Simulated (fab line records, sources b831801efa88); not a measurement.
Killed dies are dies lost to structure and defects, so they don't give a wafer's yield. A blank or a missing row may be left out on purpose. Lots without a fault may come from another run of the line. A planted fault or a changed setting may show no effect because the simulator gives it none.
fab line records | flow sky130
record lots=5 wafers=15 last_day=49
route steps=708 shown METAL4@627 VIA4@639
lots that met no fault: from a run of the same line without faults
start_h: hours from the record's first day to the start of the lot's first wafer shown | wait_h: hours since the lot's step before | " the same as in the row above | L1.1+2: a row that stands for several wafers | - no value, or no start given | * or withheld: withheld | < > ~ a bound
route shown NAME@n: a module of which the file shows steps, and the number in the route of the first | usual: mean/standard deviation of fault-free wafers | same: alike in all rows | chamber/n: place in a boat | sites: the reading at each site | _std_site: their standard deviation | _edge_site: outer sites' mean less inner sites' | radius_mm: how far each site lies from the wafer's centre | mask NAME#n: copy n | behind: the tool/chamber that last shaped the wafer | hold: why the lot was held/for how many hours/how that ended | device: the transistor (n, p or np) that didn't switch | end of line: the same wafers' tests at the end of the route | a step without rows: its recipe alone | killed: dies lost to structure and defects at the first sort, not the wafer's yield | map: a wafer's dies, x killed, . not, _ none there
set.NAME: the setting as run; set.NAME@STEP: as run at that earlier step | model.NAME: the simulator's own value behind a step, which no gauge read
lots at some steps of the route; a table a step, a row a wafer
services: from which hour (start_h, from the record's first day; less than 0 if before it) a tool's chamber was out of use, for how many hours, and why
## steps
# step SKY_METAL4_PEB_11
# recipe peb_temp_c=withheld peb_time_s=withheld resist=KrF-thick
# usual chill_plate_temp_C=*
# columns lot.wafer tool chamber start_h wait_h chill_plate_temp_C
L080.3 litho_track-03 0 - - *
L080.4 " 0 " " *
L080.6 " 0 " " *
L081.1 litho_track-01 0 - - *
L081.4 " 0 " " *
L081.5 " 0 " " *
L083.2 litho_track-04 0 - - *
L083.5 " 0 " " *
L083.6 " 0 " " *
L087.1 litho_track-01 0 - - *
L087.3 " 0 " " *
L087.4 " 0 " " *
L090.1 litho_track-04 0 - - *
L090.2 " 0 " " *
L090.3 " 0 " " *
# step SKY_METAL4_DEVELOP_12
# recipe develop_time_s=60 resist=KrF-thick dev_temp_c=21
# usual chill_plate_temp_C=22.99/0.097
# columns lot.wafer tool chamber start_h wait_h chill_plate_temp_C
L080.3 litho_track-03 0 - - 22.90
L080.4 " 0 " " 22.90
L080.6 " 0 " " 22.78
L081.1 litho_track-01 0 - - 23.15
L081.4 " 0 " " 22.93
L081.5 " 0 " " 23.17
L083.2 litho_track-04 0 - - 22.91
L083.5 " 0 " " 23.13
L083.6 " 0 " " 22.97
L087.1 litho_track-01 0 - - 23.04
L087.3 " 0 " " 23.06
L087.4 " 0 " " 22.99
L090.1 litho_track-04 0 - - 22.90
L090.2 " 0 " " 22.84
L090.3 " 0 " " 22.93
# step SKY_METAL4_CD_MEAS_13
# recipe target_cd_nm=300
# usual cd_nm=299.9/1.3
# columns lot.wafer tool chamber start_h wait_h cd_nm
L080.3 cd_sem-01 - 1033.89 - 299.0
L080.4 " - " " 297.3
L080.6 " - " " 298.8
L081.1 cd_sem-02 - 1037.30 - 300.4
L081.4 " - " " 301.5
L081.5 " - " " 299.4
L083.2 cd_sem-02 - 1053.17 - 300.3
L083.5 " - " " 300.4
L083.6 " - " " 298.8
L087.1 cd_sem-02 - 1070.30 - 302.0
L087.3 " - " " 300.8
L087.4 " - " " 302.5
L090.1 cd_sem-02 - 1083.20 - 298.1
L090.2 " - " " 297.6
L090.3 " - " " 297.6
# step SKY_METAL4_OVL_MEAS_14
# usual METAL4_OVL=2/5.2
# columns lot.wafer tool chamber start_h wait_h METAL4_OVL[nm]
L080.3 overlay-02 - 1033.98 0.1 3
L080.4 " - " " 11
L080.6 " - " " 7
L081.1 overlay-01 - 1037.42 0.1 -2
L081.4 " - " " 1
L081.5 " - " " 10
L083.2 overlay-01 - 1053.27 0.1 -12
L083.5 " - " " -5
L083.6 " - " " -7
L087.1 overlay-01 - 1070.42 0.1 5
L087.3 " - " " 6
L087.4 " - " " 0
L090.1 overlay-02 - 1083.32 0.1 -3
L090.2 " - " " -2
L090.3 " - " " 6
# step SKY_METAL4_DESCUM_15
# recipe chemistry=O2 source_power_w=150 bias_power_w=0 pressure_mtorr=10 temp_c=40 time_s=8
# usual drypump_motor_current_A=5.78/0.2 oes_product_au=1.003/0.012 temp_c=39.99/0.11
# same bias_power_w=0
# columns lot.wafer tool chamber start_h wait_h drypump_motor_current_A oes_product_au rf_hours_counter_h temp_c
L080.3 rie_metal-01 1 1034.01 0.0 5.51 1.002 - 40.03
L080.4 " 0 " " 6.03 0.987 - 39.98
L080.6 " 0 " " 6.00 0.985 - 40.07
L081.1 rie_metal-04 0 1037.45 0.0 5.72 0.994 8 39.83
L081.4 " 0 " " 5.71 0.991 - 39.96
L081.5 " 0 " " 5.72 0.995 - 40.14
L083.2 rie_metal-04 0 1053.30 0.0 5.72 1.000 9 40.03
L083.5 " 1 " " 5.85 1.021 - 39.83
L083.6 " 0 " " 5.73 0.996 - 39.99
L087.1 rie_metal-04 1 1070.45 0.0 5.85 1.015 16 40.16
L087.3 " 0 " " 5.73 1.000 - 40.05
L087.4 " 1 " " 5.86 1.022 - 39.92
L090.1 rie_metal-01 1 1083.35 0.0 5.48 0.994 6 39.94
L090.2 " 0 " " 6.03 0.992 10 39.78
L090.3 " 0 " " 5.99 0.987 - 39.85
# step SKY_METAL4_ETCH_16
# recipe chemistry=N2/H2 target=BARC ion_energy_ev=200 bias_w=100 pressure_mtorr=30 n2_flow_sccm=100 h2_flow_sccm=200 icp_w=500 stop_on=SiO2 time_s=88.2 target_depth_a=600
# usual drypump_motor_current_A=5.78/0.21 oes_product_au=0.626/0.0047 throttle_valve_pct=13.206/0.0091
# columns lot.wafer tool chamber start_h wait_h drypump_motor_current_A oes_product_au rf_hours_counter_h throttle_valve_pct
L080.3 rie_metal-01 1 1034.07 0.0 5.47 0.630 - 13.201
L080.4 " 0 " " 6.04 0.625 - 13.219
L080.6 " 0 " " 6.06 0.630 - 13.200
L081.1 rie_metal-04 0 1037.49 0.0 5.73 0.623 8 13.215
L081.4 " 0 " " 5.73 0.623 - 13.205
L081.5 " 0 " " 5.71 0.627 - 13.212
L083.2 rie_metal-04 0 1053.33 0.0 5.72 0.632 9 13.218
L083.5 " 1 " " 5.85 0.631 - 13.219
L083.6 " 0 " " 5.74 0.632 - 13.205
L087.1 rie_metal-04 1 1070.49 0.0 5.85 0.625 17 13.198
L087.3 " 0 " " 5.73 0.620 - 13.193
L087.4 " 1 " " 5.84 0.622 - 13.219
L090.1 rie_metal-01 1 1083.38 0.0 5.49 0.622 6 13.219
L090.2 " 0 " " 6.04 0.626 10 13.199
L090.3 " 0 " " 6.02 0.620 - 13.204
# step SKY_METAL4_ETCH_17
# recipe target=SiO2 stop_on=TiN chemistry=C4F8/O2/Ar source_w=1500 bias_w=1200 pressure_mtorr=40 c4f8_flow_sccm=withheld O2_flow_sccm=6 Ar_flow_sccm=300 time_s=3.9 target_depth_a=150
# usual oes_product_au=0.755/0.0074
# columns lot.wafer tool chamber start_h wait_h oes_product_au rf_hours_counter_h
L080.3 rie_diel-03 1 1034.13 0.0 0.743 19
L080.4 " 0 " " 0.754 29
L080.6 " 1 " " 0.757 -
L081.1 rie_diel-04 1 1037.58 0.1 0.767 6
L081.4 " 2 " " 0.766 12
L081.5 " 1 " " 0.757 -
L083.2 rie_diel-02 2 1053.43 0.1 0.754 18
L083.5 " 2 " " 0.757 -
L083.6 " 0 " " 0.744 -
L087.1 rie_diel-03 2 1070.58 0.1 0.758 22
L087.3 " 1 " " 0.757 21
L087.4 " 1 " " 0.767 -
L090.1 rie_diel-02 2 1083.48 0.1 0.756 19
L090.2 " 0 " " 0.749 24
L090.3 " 1 " " 0.758 0
# step SKY_METAL4_METAL_ETCH_18
# recipe target_depth_a=8450 stop_on=SiO2 over_etch_frac=0.3 time_s=183.1 chemistry=Cl2/BCl3 resist_sidewall_deg=88 pressure_mtorr=10 icp_w=900 bias_w=48.5 Cl2_flow_sccm=60 bcl3_flow_sccm=30
# usual drypump_motor_current_A=5.78/0.19 oes_product_au=0.864/0.0061 throttle_valve_pct=22.263/0.0084
# columns lot.wafer tool chamber start_h wait_h drypump_motor_current_A oes_product_au rf_hours_counter_h throttle_valve_pct
L080.3 rie_metal-04 0 1034.21 0.1 5.73 0.855 - 22.275
L080.4 " 1 " " 5.86 0.868 - 22.245
L080.6 " 1 " " 5.85 0.873 - 22.268
L081.1 rie_metal-02 1 1037.60 0.0 5.57 0.847 24 22.263
L081.4 " 0 " " 5.98 0.868 - 22.267
L081.5 " 1 " " 5.55 0.872 - 22.264
L083.2 rie_metal-01 1 1053.45 0.0 5.48 0.869 3 22.262
L083.5 " 1 " " 5.47 0.869 - 22.262
L083.6 " 0 " " 6.02 0.869 - 22.267
L087.1 rie_metal-01 0 1070.60 0.0 6.05 0.874 9 22.258
L087.3 " 0 " " 5.98 0.866 - 22.283
L087.4 " 1 " " 5.48 0.866 - 22.268
L090.1 rie_metal-02 0 1083.50 0.0 5.99 0.863 26 22.258
L090.2 " 1 " " 5.56 0.865 0 22.274
L090.3 " 0 " " 5.99 0.855 - 22.257
# step SKY_METAL4_STRIP_19
# recipe chemistry=O2/N2 power_w=1400 pressure_mtorr=1500 platen_temp_c=withheld o2_flow_sccm=3000 n2_flow_sccm=300 overash_fraction=0.5
# usual drypump_motor_current_A=5.6/0.55 oes_product_au=0.500/0.0068 strip_time_to_endpoint_s=6.48/0.13
# columns lot.wafer tool chamber start_h wait_h drypump_motor_current_A oes_product_au rf_hours_counter_h strip_time_to_endpoint_s
L080.3 plasma_asher-04 0 1034.36 0.1 4.8 0.502 - 6.63
L080.4 " 1 " " 6.1 0.498 - 6.42
L080.6 " 1 " " 6.1 0.494 - 6.36
L081.1 plasma_asher-03 1 1037.78 0.1 6.0 0.496 125 6.48
L081.4 " 1 " " 5.9 0.494 - 6.34
L081.5 " 0 " " 6.1 0.500 - 6.49
L083.2 plasma_asher-04 1 1053.63 0.1 6.1 0.508 33 6.58
L083.5 " 1 " " 6.1 0.495 - 6.51
L083.6 " 0 " " 4.8 0.502 - 6.68
L087.1 plasma_asher-04 1 1070.78 0.1 6.1 0.510 35 6.60
L087.3 " 0 " " 4.8 0.504 - 6.63
L087.4 " 1 " " 6.1 0.493 - 6.45
L090.1 plasma_asher-04 0 1083.68 0.1 4.8 0.498 36 6.42
L090.2 " 1 " " 6.1 0.495 36 6.50
L090.3 " 0 " " 4.8 0.493 - 6.36
# step SKY_METAL4_STRIP_20
# recipe chemistry=post_etch_residue_remover time_s=1200 temp_c=72.5
# usual temp_c=72.49/0.12
# columns lot.wafer tool chamber start_h wait_h temp_c
L080.3 wet_bench-03 2 1034.43 0.0 72.53
L080.4 " 2 " " 72.51
L080.6 " 2 " " 72.40
L081.1 wet_bench-01 3 1037.88 0.1 72.44
L081.4 " 3 " " 72.58
L081.5 " 3 " " 72.62
L083.2 wet_bench-03 1 1053.73 0.1 72.37
L083.5 " 1 " " 72.45
L083.6 " 1 " " 72.49
L087.1 wet_bench-01 2 1070.88 0.1 72.32
L087.3 " 2 " " 72.51
L087.4 " 2 " " 72.25
L090.1 wet_bench-04 3 1083.78 0.1 72.44
L090.2 " 3 " " 72.57
L090.3 " 3 " " 72.89
# step SKY_METAL4_CLEAN_21
# recipe chemistry=IPA time_s=180 temp_c=25
# usual temp_c=25.00/0.098
# columns lot.wafer tool chamber start_h wait_h temp_c
L080.3 wet_bench-03 1 1034.77 0.0 24.88
L080.4 " 1 " " 25.13
L080.6 " 1 " " 25.02
L081.1 wet_bench-03 0 1038.29 0.0 25.09
L081.4 " 0 " " 25.15
L081.5 " 0 " " 24.97
L083.2 wet_bench-04 3 1054.10 0.0 25.17
L083.5 " 3 " " 25.14
L083.6 " 3 " " 24.99
L087.1 wet_bench-03 0 1071.25 0.0 24.79
L087.3 " 0 " " 24.97
L087.4 " 0 " " 24.95
L090.1 wet_bench-03 0 1084.12 0.0 24.96
L090.2 " 0 " " 25.00
L090.3 " 0 " " 24.97
# step SKY_METAL4_CLEAN_22
# recipe chemistry=O3/DIW dry=n2_spin
# columns lot.wafer tool chamber start_h wait_h
L080.3+4+6 wet_bench-03 1 1034.83 0.0
L081.1+4+5 wet_bench-01 3 1038.35 0.0
L083.2+5+6 wet_bench-03 2 1054.16 0.0
L087.1+3+4 wet_bench-01 0 1071.31 0.0
L090.1+2+3 wet_bench-04 2 1084.25 0.0
# step SKY_VIA4_HDPCVD_00
# recipe material=SiO2 target_thk_nm=1750 sigma_open_frac=0.3 time_s=291.7 temp_c=400 sih4_flow_sccm=60 pressure_mtorr=6
# columns lot.wafer tool chamber start_h wait_h
L080.3+4+6 hdpcvd-01 2,0,1 1034.92 0.0
L081.1+4+5 hdpcvd-01 2,1,2 1038.45 0.0
L083.2+5+6 hdpcvd-01 2,1,0 1054.26 0.0
L087.1+3+4 hdpcvd-01 0,1,2 1071.42 0.0
L090.1+2+3 hdpcvd-02 0,2,1 1084.34 0.0
# step SKY_VIA4_THK_MEAS_01
# recipe reads=SiO2_of_VIA4_HDPCVD_00
# usual VIA4_HDPCVD_THK=1770/18
# columns lot.wafer tool chamber start_h wait_h VIA4_HDPCVD_THK[nm]
L080.3 film_metro-03 - 1035.12 0.1 1775
L080.4 " - " " 1778
L080.6 " - " " 1795
L081.1 film_metro-03 - 1038.63 0.1 1748
L081.4 " - " " 1756
L081.5 " - " " 1759
L083.2 film_metro-02 - 1054.45 0.1 1785
L083.5 " - " " 1758
L083.6 " - " " 1764
L087.1 film_metro-02 - 1071.60 0.1 1777
L087.3 " - " " 1777
L087.4 " - " " 1754
L090.1 film_metro-04 - 1084.52 0.1 1779
L090.2 " - " " 1794
L090.3 " - " " 1759
# step SKY_VIA4_CMP_02
# recipe material=SiO2 down_force_psi=4 platen_rpm=60 pad_velocity_m_s=0.94248
# usual edge_zone_pressure_frac=1.000/0.005 motor_current_A=12.2/1.2
# columns lot.wafer tool chamber start_h wait_h edge_zone_pressure_frac motor_current_A
L080.3 cmp-02 3 1035.16 0.0 1.011 12.0
L080.4 " 2 " " 0.999 13.5
L080.6 " 0 " " 1.012 10.4
L081.4 cmp-02 1 1038.74 0.1 1.003 12.1
L081.1 " 2 " " 0.998 13.5
L081.5 " 1 " " 1.003 12.7
L083.2 cmp-01 0 1054.65 0.2 0.993 11.0
L083.5 " 1 " " 1.007 12.0
L083.6 " 2 " " 1.005 13.0
L087.3 cmp-02 3 1071.83 0.2 0.996 12.0
L087.1 " 0 " " 0.992 10.6
L087.4 " 1 " " 1.009 12.7
L090.1 cmp-02 2 1084.63 0.1 1.006 13.1
L090.3 " 3 " " 1.001 12.1
L090.2 " 0 " " 1.004 10.7
# step SKY_VIA4_BOW_MEAS_03
# recipe mode=bow
# usual VIA4_BOW=81/8.4
# columns lot.wafer tool chamber start_h wait_h VIA4_BOW[um]
L080.3 film_metro-03 - 1035.50 0.3 98
L080.4 " - " " 98
L080.6 " - " " 97
L081.1 film_metro-04 - 1039.01 0.2 66
L081.4 " - " " 78
L081.5 " - " " 67
L083.2 film_metro-03 - 1054.82 0.1 77
L083.5 " - " " 80
L083.6 " - " " 82
L087.1 film_metro-04 - 1072.13 0.2 84
L087.3 " - " " 77
L087.4 " - " " 80
L090.1 film_metro-03 - 1084.88 0.2 84
L090.2 " - " " 72
L090.3 " - " " 62
# step SKY_VIA4_DEHYDRATE_04
# recipe temp_c=200 time_s=60
# usual chill_plate_temp_C=23.00/0.11 heater_power_total_W=160.37/0.12
# columns lot.wafer tool chamber start_h wait_h chill_plate_temp_C heater_power_total_W
L080.3 litho_track-01 0 1045.90 10.4 23.02 160.37
L080.4 " 0 " " 23.02 160.49
L080.6 " 0 " " 22.97 160.14
L081.1 litho_track-01 0 1049.25 10.2 23.03 160.28
L081.4 " 0 " " 23.09 160.25
L081.5 " 0 " " 23.02 160.40
L083.2 litho_track-02 0 1064.41 9.6 22.89 160.36
L083.5 " 0 " " 23.12 160.23
L083.6 " 0 " " 22.93 160.37
L087.1 litho_track-02 0 1082.58 10.4 22.78 160.11
L087.3 " 0 " " 22.85 160.31
L087.4 " 0 " " 22.84 160.37
L090.1 litho_track-02 0 1094.43 9.5 23.05 160.24
L090.2 " 0 " " 22.98 160.40
L090.3 " 0 " " 23.02 160.32
# step SKY_VIA4_HMDS_05
# recipe prime_time_s=60 prime_temp_c=120
# usual chill_plate_temp_C=22.99/0.11
# columns lot.wafer tool chamber start_h wait_h chill_plate_temp_C
L080.3 litho_track-01 0 1046.05 0.1 22.95
L080.4 " 0 " " 23.01
L080.6 " 0 " " 23.00
L081.1 litho_track-01 0 1049.40 0.1 22.95
L081.4 " 0 " " 23.02
L081.5 " 0 " " 23.00
L083.2 litho_track-02 0 1064.56 0.1 22.96
L083.5 " 0 " " 23.09
L083.6 " 0 " " 23.06
L087.1 litho_track-02 0 1082.73 0.1 22.94
L087.3 " 0 " " 23.07
L087.4 " 0 " " 23.11
L090.1 litho_track-02 0 1094.58 0.1 23.01
L090.2 " 0 " " 23.04
L090.3 " 0 " " 22.96
# step SKY_VIA4_COAT_06
# recipe resist=NOVOLAK spin_rpm=3000 resist_thk_nm=1140
# usual chill_plate_temp_C=23.02/0.1 spin_speed_rpm=3000.1/2
# columns lot.wafer tool chamber start_h wait_h chill_plate_temp_C spin_speed_rpm
L080.3 litho_track-01 0 1046.20 0.1 22.97 3004.2
L080.4 " 0 " " 22.93 3001.7
L080.6 " 0 " " 22.84 3001.1
L081.1 litho_track-01 0 1049.55 0.1 23.06 2997.6
L081.4 " 0 " " 23.00 2999.8
L081.5 " 0 " " 23.02 3000.2
L083.2 litho_track-02 0 1064.71 0.1 22.90 3002.1
L083.5 " 0 " " 23.06 2994.8
L083.6 " 0 " " 22.92 3002.4
L087.1 litho_track-02 0 1082.88 0.1 22.97 3001.0
L087.3 " 0 " " 23.10 3000.3
L087.4 " 0 " " 23.00 2999.9
L090.1 litho_track-02 0 1094.73 0.1 23.32 3003.4
L090.2 " 0 " " 23.35 3001.8
L090.3 " 0 " " 23.25 3003.3
# step SKY_VIA4_SOFTBAKE_07
# recipe temp_c=90 time_s=60 resist=NOVOLAK
# usual chill_plate_temp_C=22.98/0.11 heater_power_total_W=56.59/0.045
# columns lot.wafer tool chamber start_h wait_h chill_plate_temp_C heater_power_total_W
L080.3 litho_track-01 0 1046.35 0.1 22.97 56.60
L080.4 " 0 " " 22.97 56.61
L080.6 " 0 " " 23.07 56.60
L081.1 litho_track-01 0 1049.70 0.1 23.06 56.59
L081.4 " 0 " " 22.92 56.50
L081.5 " 0 " " 22.99 56.58
L083.2 litho_track-02 0 1064.86 0.1 22.93 56.59
L083.5 " 0 " " 22.95 56.58
L083.6 " 0 " " 22.85 56.48
L087.1 litho_track-02 0 1083.03 0.1 23.00 56.60
L087.3 " 0 " " 22.96 56.59
L087.4 " 0 " " 22.86 56.50
L090.1 litho_track-02 0 1094.88 0.1 22.76 56.64
L090.2 " 0 " " 22.86 56.70
L090.3 " 0 " " 22.90 56.57
# step SKY_VIA4_EXPOSE_08
# recipe mask_id=VIM4 na=0.6 source_shape=conventional sigma_outer=0.6 polarization=unpolarized target_cd_nm=800 dose_mj=132
# columns lot.wafer tool chamber start_h wait_h mask
L080.3+4+6 iline_stepper-02 0 - - VIM4#0
L081.1+4+5 iline_stepper-01 0 - - VIM4#0
L083.2+5+6 iline_stepper-01 0 - - VIM4#0
L087.1+3+4 iline_stepper-01 0 - - VIM4#0
L090.1+2+3 iline_stepper-02 0 - - VIM4#0
# step SKY_VIA4_PEB_09
# recipe temp_c=withheld time_s=* resist=NOVOLAK
# usual chill_plate_temp_C=*
# columns lot.wafer tool chamber start_h wait_h chill_plate_temp_C
L080.3 litho_track-02 0 - - *
L080.4 " 0 " " *
L080.6 " 0 " " *
L081.1 litho_track-02 0 - - *
L081.4 " 0 " " *
L081.5 " 0 " " *
L083.2 litho_track-03 0 - - *
L083.5 " 0 " " *
L083.6 " 0 " " *
L087.1 litho_track-01 0 - - *
L087.3 " 0 " " *
L087.4 " 0 " " *
L090.1 litho_track-01 0 - - *
L090.2 " 0 " " *
L090.3 " 0 " " *
# step SKY_VIA4_DEVELOP_10
# recipe resist=NOVOLAK developer=TMAH develop_time_s=60 dev_temp_c=23
# usual chill_plate_temp_C=22.99/0.11
# columns lot.wafer tool chamber start_h wait_h chill_plate_temp_C
L080.3 litho_track-02 0 1057.58 0.1 22.94
L080.4 " 0 " " 22.84
L080.6 " 0 " " 22.86
L081.1 litho_track-02 0 1060.83 0.1 22.98
L081.4 " 0 " " 22.92
L081.5 " 0 " " 22.85
L083.2 litho_track-03 0 1075.32 0.1 23.02
L083.5 " 0 " " 23.13
L083.6 " 0 " " 23.21
L087.1 litho_track-01 0 1093.25 0.1 23.05
L087.3 " 0 " " 22.92
L087.4 " 0 " " 22.96
L090.1 litho_track-01 0 1105.00 0.1 23.05
L090.2 " 0 " " 22.92
L090.3 " 0 " " 23.03
# step SKY_VIA4_OVL_MEAS_11
# usual VIA4_OVL=0.4/1.5
# columns lot.wafer tool chamber start_h wait_h VIA4_OVL[nm]
L080.3 overlay-01 - 1057.69 0.1 -2.3
L080.4 " - " " -0.8
L080.6 " - " " 0.6
L081.1 overlay-01 - 1060.98 0.1 -0.4
L081.4 " - " " -1.9
L081.5 " - " " -1.7
L083.2 overlay-01 - 1075.45 0.1 -1.7
L083.5 " - " " -1.1
L083.6 " - " " -4.1
L087.1 overlay-01 - 1093.40 0.1 1.5
L087.3 " - " " 2.0
L087.4 " - " " 0.3
L090.1 overlay-02 - 1105.15 0.1 1.2
L090.2 " - " " 0.4
L090.3 " - " " -0.9
# step SKY_VIA4_ETCH_12
# recipe target=SiO2 chemistry=C4F8/O2/Ar stop_on=TiN mask_material=NOVOLAK source_w=1500 bias_w=1200 pressure_mtorr=40 c4f8_flow_sccm=withheld O2_flow_sccm=6 Ar_flow_sccm=300 time_s=withheld target_depth_a=5800
# usual oes_product_au=0.925/0.0049
# columns lot.wafer tool chamber start_h wait_h oes_product_au
L080.3 rie_diel-04 2 1057.72 0.0 0.924
L080.4 " 1 " " 0.928
L080.6 " 0 " " 0.922
L081.1 rie_diel-03 2 1061.02 0.0 0.922
L081.4 " 2 " " 0.923
L081.5 " 1 " " 0.923
L083.2 rie_diel-03 1 1075.48 0.0 0.935
L083.5 " 2 " " 0.924
L083.6 " 1 " " 0.924
L087.1 rie_diel-03 1 1093.43 0.0 0.923
L087.3 " 2 " " 0.932
L087.4 " 0 " " 0.924
L090.1 rie_diel-04 3 1105.18 0.0 0.931
L090.2 " 0 " " 0.934
L090.3 " 2 " " 0.923
# step SKY_VIA4_STRIP_13
# recipe chemistry=O2/N2 power_w=1400 pressure_mtorr=1500 platen_temp_c=withheld o2_flow_sccm=3000 n2_flow_sccm=300 overash_fraction=0.5
# usual drypump_motor_current_A=5.7/0.48 oes_product_au=0.709/0.0047 strip_time_to_endpoint_s=12.80/0.035
# columns lot.wafer tool chamber start_h wait_h drypump_motor_current_A oes_product_au rf_hours_counter_h strip_time_to_endpoint_s
L080.3 plasma_asher-04 1 1057.82 - 6.1 0.708 - 12.74
L080.4 " 0 " " 4.8 0.709 - 12.73
L080.6 " 0 " " 4.8 0.706 - 12.67
L081.1 plasma_asher-01 1 1061.09 - 5.3 0.713 88 12.76
L081.4 " 1 " " 5.4 0.703 - 12.76
L081.5 " 1 " " 5.3 0.711 - 12.77
L083.2 plasma_asher-01 0 1075.56 - 5.9 0.708 90 12.78
L083.5 " 1 " " 5.3 0.710 - 12.83
L083.6 " 0 " " 5.9 0.706 - 12.79
L087.1 plasma_asher-03 0 1093.51 - 6.1 0.715 3 12.78
L087.3 " 0 " " 6.1 0.710 - 12.84
L087.4 " 1 " " 5.9 0.716 - 12.94
L090.1 plasma_asher-03 0 1105.26 - 6.1 0.702 5 12.81
L090.2 " 1 " " 6.0 0.713 5 12.80
L090.3 " 0 " " 6.1 0.709 - 12.79
# step SKY_VIA4_STRIP_14
# recipe chemistry=post_etch_residue_remover time_s=1200 temp_c=72.5
# usual temp_c=72.51/0.12
# columns lot.wafer tool chamber start_h wait_h temp_c
L080.3 wet_bench-02 1 1057.94 0.1 72.67
L080.4 " 1 " " 72.48
L080.6 " 1 " " 72.45
L081.1 wet_bench-01 0 1061.19 0.1 72.52
L081.4 " 0 " " 72.58
L081.5 " 0 " " 72.70
L083.2 wet_bench-04 2 1075.66 0.1 72.65
L083.5 " 2 " " 72.55
L083.6 " 2 " " 72.39
L087.1 wet_bench-04 3 1093.61 0.1 72.31
L087.3 " 3 " " 72.29
L087.4 " 3 " " 72.44
L090.1 wet_bench-01 0 1105.36 0.1 72.50
L090.2 " 0 " " 72.63
L090.3 " 0 " " 72.66
# step SKY_VIA4_CLEAN_15
# recipe chemistry=IPA time_s=180 temp_c=25
# usual temp_c=24.97/0.12
# columns lot.wafer tool chamber start_h wait_h temp_c
L080.3 wet_bench-04 0 1058.28 0.0 24.89
L080.4 " 0 " " 24.97
L080.6 " 0 " " 24.93
L081.1 wet_bench-04 0 1061.60 0.0 25.03
L081.4 " 0 " " 25.01
L081.5 " 0 " " 24.83
L083.2 wet_bench-01 1 1076.00 0.0 25.18
L083.5 " 1 " " 25.06
L083.6 " 1 " " 25.15
L087.1 wet_bench-04 3 1093.98 0.0 24.90
L087.3 " 3 " " 25.11
L087.4 " 3 " " 24.96
L090.1 wet_bench-02 1 1105.70 0.0 25.02
L090.2 " 1 " " 25.00
L090.3 " 1 " " 24.97
# step SKY_VIA4_CLEAN_16
# recipe chemistry=O3/DIW dry=n2_spin
# columns lot.wafer tool chamber start_h wait_h
L080.3+4+6 wet_bench-02 0 1058.34 0.0
L081.1+4+5 wet_bench-02 1 1061.66 0.0
L083.2+5+6 wet_bench-04 3 1076.07 0.0
L087.1+3+4 wet_bench-04 1 1094.04 0.0
L090.1+2+3 wet_bench-01 2 1105.77 0.0
# step SKY_VIA4_SPUTTER_17
# recipe material=TiN target_thk_nm=20 chamber_pressure_pa=5 power_w=4000 time_s=80
# usual throttle_valve_pct=30.0/0.93
# columns lot.wafer tool chamber start_h wait_h throttle_valve_pct
L080.3 pvd_sputter-04 - 1058.43 0.0 30.0
L080.4 " - " " 32.0
L080.6 " - " " 31.5
L081.1 pvd_sputter-04 - 1061.75 0.0 29.7
L081.4 " - " " 32.0
L081.5 " - " " 31.9
L083.2 pvd_sputter-01 - 1076.16 0.0 29.1
L083.5 " - " " 29.2
L083.6 " - " " 30.9
L087.1 pvd_sputter-01 - 1094.13 0.0 31.2
L087.3 " - " " 29.5
L087.4 " - " " 31.1
L090.1 pvd_sputter-02 - 1105.86 0.0 28.4
L090.2 " - " " 29.8
L090.3 " - " " 29.9
# step SKY_VIA4_CVD_18
# recipe material=W target_thk_nm=505 time_s=152.14 temp_c=400 pressure_torr=40
# usual heater_power_w=816/97
# columns lot.wafer tool chamber start_h wait_h heater_power_w
L080.3 cvd_w-01 1 1058.54 0.1 837
L080.4 " 0 " " 684
L080.6 " 0 " " 667
L081.1 cvd_w-02 0 1061.81 0.0 757
L081.4 " 1 " " 921
L081.5 " 0 " " 769
L083.2 cvd_w-01 1 1076.22 0.0 834
L083.5 " 1 " " 808
L083.6 " 0 " " 680
L087.1 cvd_w-02 0 1094.19 0.0 773
L087.3 " 1 " " 949
L087.4 " 0 " " 767
L090.1 cvd_w-02 0 1106.05 0.2 773
L090.2 " 1 " " 943
L090.3 " 0 " " 746
# step SKY_VIA4_RS_MEAS_19
# recipe thk_meas_gauge=four-point-probe reads=W_of_VIA4_CVD_18+TiN_of_VIA4_SPUTTER_17
# usual VIA4_W_RS=0.227/0.0048
# columns lot.wafer tool chamber start_h wait_h VIA4_W_RS[ohm/sq]
L080.3 film_metro-04 - 1058.68 0.1 0.233
L080.4 " - " " 0.229
L080.6 " - " " 0.230
L081.1 film_metro-03 - 1061.96 0.1 0.221
L081.4 " - " " 0.229
L081.5 " - " " 0.222
L083.2 film_metro-03 - 1076.39 0.1 0.233
L083.5 " - " " 0.231
L083.6 " - " " 0.227
L087.1 film_metro-02 - 1094.34 0.1 0.217
L087.3 " - " " 0.226
L087.4 " - " " 0.217
L090.1 film_metro-04 - 1106.20 0.1 0.220
L090.2 " - " " 0.228
L090.3 " - " " 0.221
# step SKY_VIA4_THK_MEAS_20
# recipe thk_meas_gauge=xrf reads=W_of_VIA4_CVD_18
# usual VIA4_W_THK=511/11
# columns lot.wafer tool chamber start_h wait_h VIA4_W_THK[nm]
L080.3 film_metro-04 - 1058.78 0.1 499
L080.4 " - " " 511
L080.6 " - " " 506
L081.1 film_metro-03 - 1062.08 0.1 527
L081.4 " - " " 512
L081.5 " - " " 527
L083.2 film_metro-03 - 1076.50 0.1 500
L083.5 " - " " 505
L083.6 " - " " 516
L087.1 film_metro-02 - 1094.46 0.1 527
L087.3 " - " " 505
L087.4 " - " " 530
L090.1 film_metro-04 - 1106.32 0.1 528
L090.2 " - " " 512
L090.3 " - " " 525
## services
# columns tool chamber start_h hours kind
cmp-01 - 1012.97 3.0 repair
rie_diel-02 3 1015.22 9.9 repair
plasma_asher-03 - 1019.23 9.1 repair
rie_diel-02 1 1020.27 15.3 repair
pvd_sputter-01 - 1028.30 3.0 repair
cmp-01 - 1033.90 1.7 repair
rie_diel-03 0 1052.87 6.0 repair
iline_stepper-02 - 1053.76 1.7 pm
cvd_w-02 - 1053.82 4.7 repair
plasma_asher-03 - 1055.25 9.0 pm
iline_stepper-01 - 1055.43 1.7 pm
cmp-01 - 1059.91 7.9 pm
iline_stepper-02 - 1060.91 1.4 repair
cvd_w-01 - 1065.07 0.8 repair
cvd_w-01 - 1066.12 6.9 pm
rie_metal-02 - 1068.22 0.7 repair
cmp-01 - 1071.14 1.6 repair
hdpcvd-02 - 1073.25 1.4 repair
cmp-01 - 1076.29 5.3 repair
cvd_w-01 - 1079.50 28.1 pm
rie_diel-03 - 1087.40 2.8 pm
plasma_asher-01 - 1088.08 15.6 repair
iline_stepper-02 - 1095.72 2.7 repair
rie_metal-04 - 1105.64 2.8 pm
## key
fault none
